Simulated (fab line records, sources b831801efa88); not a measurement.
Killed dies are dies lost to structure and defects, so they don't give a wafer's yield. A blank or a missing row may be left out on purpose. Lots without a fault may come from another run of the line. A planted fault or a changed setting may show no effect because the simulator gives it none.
Problem report in the 8D (eight disciplines) form, filled by code | flow gf180mcu | the parts of the form that need people (team, actions taken, sign-off) are left out

1. THE PROBLEM
run_length_s at GF_POLY_GATE_SOFTBAKE_06 reads a mean of 115.60 s on 2 wafers of 2 lots; wafers without a fault read 89.03 s with a standard deviation of 0.15. That is +99 or more standard deviations from the usual mean.
The step: time 60 s.
First seen on wafer L862.1, day 13 06:00, on litho_track-01. The record holds 40 wafers of 14 lots with a number at this step. Rule for "out", or "out of limits": more than 4 standard deviations from the usual mean. The other wafers with a number count as sound.

2. WHAT IT IS AND WHAT IT IS NOT
question                    | is                | is not
which readings at this step | run_length_s      | -
which lots                  | L862, L864        | L846, L848, L849, L850, L851, L852, L853, L854, L855, L856, L868, L869
which wafers of those lots  | L862.1, L864.1    | L862.5, L864.5
read on which tools         | litho_track-01    | litho_track-02, litho_track-03
when                        | from day 13 06:00 | up to then (31 sound wafers); but 7 sound wafers of L864, L868, L869 came after

3. SUSPECTS, AND WHAT RULES EACH OUT
Counting: a tool at a process step up to the reading stays a suspect if it ran every lot that is out. Sound lots after the first of them don't rule it out here, since some wafers of a struck lot are sound.
- litho_track-01 at GF_POLY_GATE_SOFTBAKE_06 (time 60 s): kept. It ran every lot that is out, first L862 (day 13 06:00); its last sound lot up to then is L856 (day 11 15:00). Its own readings are out on those wafers: run_length_s.
Left after counting: litho_track-01 at GF_POLY_GATE_SOFTBAKE_06.

4. THE CAUSE (what the simulator had put in)
Process parameter drift: litho_track-01, from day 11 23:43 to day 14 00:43, at GF_POLY_GATE_SOFTBAKE_06. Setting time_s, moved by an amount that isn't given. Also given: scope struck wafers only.
Counting left only this tool.

5. THE CHAIN OF EFFECTS, in route order
Each row: a reading whose mean over the struck wafers that have a number lies more than 3 standard deviations from the usual. Only readings for which the record gives a usual standard deviation are gone through. hours: the time from each lot's start at the first step in this table that gives one to its start at this step, as a median over the lots. sigmas: the change in usual standard deviations.
hours | step                     | reading      | usual   | on struck wafers | change | sigmas
0     | GF_POLY_GATE_SOFTBAKE_06 | run_length_s | 89.03 s | 115.60           | +26.57 | +99 or more
The process steps in it:
- GF_POLY_GATE_SOFTBAKE_06: time 60 s.
Later measuring or inspecting steps at which every struck wafer that the step has a row for has a number for every such reading, and none has moved that far: GF_POLY_GATE_CD_MEAS_10.

6. WHAT WOULD HAVE CAUGHT IT SOONER
In this record the first reading out of limits was taken at day 13 06:00, 30 hours after the fault began at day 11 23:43.
